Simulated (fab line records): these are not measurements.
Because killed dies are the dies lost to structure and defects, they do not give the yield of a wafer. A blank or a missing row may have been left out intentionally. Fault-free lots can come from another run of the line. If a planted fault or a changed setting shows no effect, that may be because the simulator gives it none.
Commonality check across tools / flow sky130 / 45 wafers sampled across 15 lots

THE REASON FOR OPENING IT
At SKY_LDD_HVN_TW_MEAS_10 the reading LDD_HVN_TW is flagged on 3 of 15 lots. Wafers without a fault read 1431, standard deviation 12.
Rule: flag the lot when none of its wafers has a number, or when each of its wafers that has one lies beyond 4 standard deviations from that mean. As for the other lots, they are considered sound.

lot=L758; measured=day 20 14:17; on=film metro-04; LDD_HVN_TW, wafer by wafer=1428 1444 1436; flag=
lot=L759; measured=day 21 03:41; on=film metro-02; LDD_HVN_TW, wafer by wafer=1416 1426 1427; flag=
lot=L761; measured=day 22 02:42; on=film metro-02; LDD_HVN_TW, wafer by wafer=1406 1410 1418; flag=
lot=L760; measured=day 22 04:39; on=film metro-04; LDD_HVN_TW, wafer by wafer=1445 1442 1437; flag=
lot=L762; measured=day 22 16:35; on=film metro-01; LDD_HVN_TW, wafer by wafer=1421 1419 1415; flag=
lot=L765; measured=day 23 16:41; on=film metro-04; LDD_HVN_TW, wafer by wafer=30 30 30; flag=FLAGGED
lot=L766; measured=day 24 05:38; on=film metro-04; LDD_HVN_TW, wafer by wafer=30 30 30; flag=FLAGGED
lot=L767; measured=day 24 10:32; on=film metro-01; LDD_HVN_TW, wafer by wafer=30 30 30; flag=FLAGGED
lot=L772; measured=day 26 05:27; on=film metro-01; LDD_HVN_TW, wafer by wafer=1429 1424 1424; flag=
lot=L773; measured=day 26 13:27; on=film metro-02; LDD_HVN_TW, wafer by wafer=1415 1413 1417; flag=
lot=L774; measured=day 27 01:38; on=film metro-02; LDD_HVN_TW, wafer by wafer=1437 1437 1441; flag=
lot=L776; measured=day 27 16:40; on=film metro-02; LDD_HVN_TW, wafer by wafer=1426 1421 1430; flag=
lot=L777; measured=day 27 18:11; on=film metro-04; LDD_HVN_TW, wafer by wafer=1445 1455 1448; flag=
lot=L778; measured=day 28 03:05; on=film metro-04; LDD_HVN_TW, wafer by wafer=1450 1449 1450; flag=
lot=L779; measured=day 28 08:26; on=film metro-01; LDD_HVN_TW, wafer by wafer=1440 1439 1431; flag=
On average the flagged lots read 30, which is -1401 against the usual, or -99 or more standard deviations.

EACH LOT AND THE TOOL IT RAN ON
3 process steps preceding the reading are held in the record, out of 708 steps in the route. Read each cell as the tool, then ch plus the chambers that the sampled wafers visited, then the start.
lot=L758; flag=; SKY_POLY_GATE_STRIP_18=plasma asher-04 ch 0,1, day 16 14:35; SKY_LDD_P_STRIP_10=plasma asher-02 ch 0,1, day 19 08:18; SKY_LDD_HVN_STRIP_09=plasma asher-01 ch 0,1, day 20 14:11
lot=L759; flag=; SKY_POLY_GATE_STRIP_18=plasma asher-04 ch 0,1, day 17 05:35; SKY_LDD_P_STRIP_10=plasma asher-01 ch 0,1, day 19 20:53; SKY_LDD_HVN_STRIP_09=plasma asher-03 ch 0,1, day 21 03:35
lot=L761; flag=; SKY_POLY_GATE_STRIP_18=plasma asher-03 ch 0,1, day 18 03:28; SKY_LDD_P_STRIP_10=plasma asher-04 ch 0,1, day 20 20:23; SKY_LDD_HVN_STRIP_09=plasma asher-03 ch 0,1, day 22 02:37
lot=L760; flag=; SKY_POLY_GATE_STRIP_18=plasma asher-04 ch 0,1, day 18 06:53; SKY_LDD_P_STRIP_10=plasma asher-04 ch 0,1, day 20 21:52; SKY_LDD_HVN_STRIP_09=plasma asher-01 ch 0,1, day 22 04:33
lot=L762; flag=; SKY_POLY_GATE_STRIP_18=plasma asher-02 ch 0, day 18 18:20; SKY_LDD_P_STRIP_10=plasma asher-04 ch 0,1, day 21 10:26; SKY_LDD_HVN_STRIP_09=plasma asher-01 ch 0,1, day 22 16:29
lot=L765; flag=FLAGGED; SKY_POLY_GATE_STRIP_18=plasma asher-02 ch 1, day 19 17:50; SKY_LDD_P_STRIP_10=plasma asher-04 ch 0,1, day 22 10:26; SKY_LDD_HVN_STRIP_09=plasma asher-02 ch 0, day 23 16:35
lot=L766; flag=FLAGGED; SKY_POLY_GATE_STRIP_18=plasma asher-03 ch 0,1, day 20 08:29; SKY_LDD_P_STRIP_10=plasma asher-04 ch 0,1, day 22 23:44; SKY_LDD_HVN_STRIP_09=plasma asher-01 ch 0,1, day 24 05:32
lot=L767; flag=FLAGGED; SKY_POLY_GATE_STRIP_18=plasma asher-03 ch 0,1, day 20 13:16; SKY_LDD_P_STRIP_10=plasma asher-04 ch 0,1, day 23 04:46; SKY_LDD_HVN_STRIP_09=plasma asher-03 ch 0,1, day 24 10:27
lot=L772; flag=; SKY_POLY_GATE_STRIP_18=plasma asher-03 ch 0,1, day 22 09:01; SKY_LDD_P_STRIP_10=plasma asher-04 ch 0,1, day 24 23:56; SKY_LDD_HVN_STRIP_09=plasma asher-01 ch 0,1, day 26 05:22
lot=L773; flag=; SKY_POLY_GATE_STRIP_18=plasma asher-02 ch 0,1, day 22 17:40; SKY_LDD_P_STRIP_10=plasma asher-02 ch 0,1, day 25 08:01; SKY_LDD_HVN_STRIP_09=plasma asher-03 ch 0,1, day 26 13:22
lot=L774; flag=; SKY_POLY_GATE_STRIP_18=plasma asher-03 ch 1, day 23 04:47; SKY_LDD_P_STRIP_10=plasma asher-01 ch 1, day 25 20:05; SKY_LDD_HVN_STRIP_09=plasma asher-03 ch 0,1, day 27 01:31
lot=L776; flag=; SKY_POLY_GATE_STRIP_18=plasma asher-04 ch 0,1, day 23 20:14; SKY_LDD_P_STRIP_10=plasma asher-04 ch 0,1, day 26 11:20; SKY_LDD_HVN_STRIP_09=plasma asher-02 ch 0,1, day 27 16:34
lot=L777; flag=; SKY_POLY_GATE_STRIP_18=plasma asher-04 ch 0,1, day 23 23:40; SKY_LDD_P_STRIP_10=plasma asher-01 ch 0,1, day 26 12:52; SKY_LDD_HVN_STRIP_09=plasma asher-01 ch 0,1, day 27 18:06
lot=L778; flag=; SKY_POLY_GATE_STRIP_18=plasma asher-04 ch 0,1, day 24 09:05; SKY_LDD_P_STRIP_10=plasma asher-04 ch 0,1, day 26 21:53; SKY_LDD_HVN_STRIP_09=plasma asher-03 ch 0,1, day 28 02:59
lot=L779; flag=; SKY_POLY_GATE_STRIP_18=plasma asher-03 ch 0,1, day 24 14:44; SKY_LDD_P_STRIP_10=plasma asher-04 ch 0,1, day 27 03:26; SKY_LDD_HVN_STRIP_09=plasma asher-01 ch 0,1, day 28 08:20
What is done by these steps:
- SKY_POLY_GATE_STRIP_18: strips in O2/N2.
- SKY_LDD_P_STRIP_10: strips in O2/N2.
- SKY_LDD_HVN_STRIP_09: strips in O2/N2.
- SKY_LDD_HVN_TW_MEAS_10

FLAGGED AGAINST TOTAL, ONE TOOL AT A TIME (gauges that did the reading follow at the end)
step=SKY_POLY_GATE_STRIP_18; tool=plasma asher-02; lots run=3; flagged=1; share of the flagged lots=some; sound lots run after its first flagged lot=1 (L773)
step=SKY_POLY_GATE_STRIP_18; tool=plasma asher-03; lots run=6; flagged=2; share of the flagged lots=some; sound lots run after its first flagged lot=3 (L772,L774,L779)
step=SKY_POLY_GATE_STRIP_18; tool=plasma asher-04; lots run=6; flagged=0; share of the flagged lots=none; sound lots run after its first flagged lot=-
step=SKY_LDD_P_STRIP_10; tool=plasma asher-01; lots run=3; flagged=0; share of the flagged lots=none; sound lots run after its first flagged lot=-
step=SKY_LDD_P_STRIP_10; tool=plasma asher-02; lots run=2; flagged=0; share of the flagged lots=none; sound lots run after its first flagged lot=-
step=SKY_LDD_P_STRIP_10; tool=plasma asher-04; lots run=10; flagged=3; share of the flagged lots=all; sound lots run after its first flagged lot=4 (L772,L776,L778,L779)
step=SKY_LDD_HVN_STRIP_09; tool=plasma asher-01; lots run=7; flagged=1; share of the flagged lots=some; sound lots run after its first flagged lot=3 (L772,L777,L779)
step=SKY_LDD_HVN_STRIP_09; tool=plasma asher-02; lots run=2; flagged=1; share of the flagged lots=some; sound lots run after its first flagged lot=1 (L776)
step=SKY_LDD_HVN_STRIP_09; tool=plasma asher-03; lots run=6; flagged=1; share of the flagged lots=some; sound lots run after its first flagged lot=3 (L773,L774,L778)
step=SKY_LDD_HVN_TW_MEAS_10; tool=film metro-01; lots run=4; flagged=1; share of the flagged lots=some; sound lots run after its first flagged lot=2 (L772,L779)
step=SKY_LDD_HVN_TW_MEAS_10; tool=film metro-02; lots run=5; flagged=0; share of the flagged lots=none; sound lots run after its first flagged lot=-
step=SKY_LDD_HVN_TW_MEAS_10; tool=film metro-04; lots run=6; flagged=2; share of the flagged lots=some; sound lots run after its first flagged lot=2 (L777,L778)

WHAT THE TABLE ALLOWS
1 row of the table ran every flagged lot: plasma asher-04 at SKY_LDD_P_STRIP_10.
- plasma asher-04 at SKY_LDD_P_STRIP_10 ran 10 lots, 3 of them flagged. Sound lots followed the first flagged one (L772, L776, L778, L779) on it, something a lasting fault affecting the whole tool could not allow. On the flagged lots its readings are blank where sound lots have values: chamber pressure mTorr, drypump motor current A, oes product au, strip time to endpoint s.
Every row of the table either missed a flagged lot or ran a sound lot after the first.

WHAT HAD BEEN PUT IN BY THE SIMULATOR
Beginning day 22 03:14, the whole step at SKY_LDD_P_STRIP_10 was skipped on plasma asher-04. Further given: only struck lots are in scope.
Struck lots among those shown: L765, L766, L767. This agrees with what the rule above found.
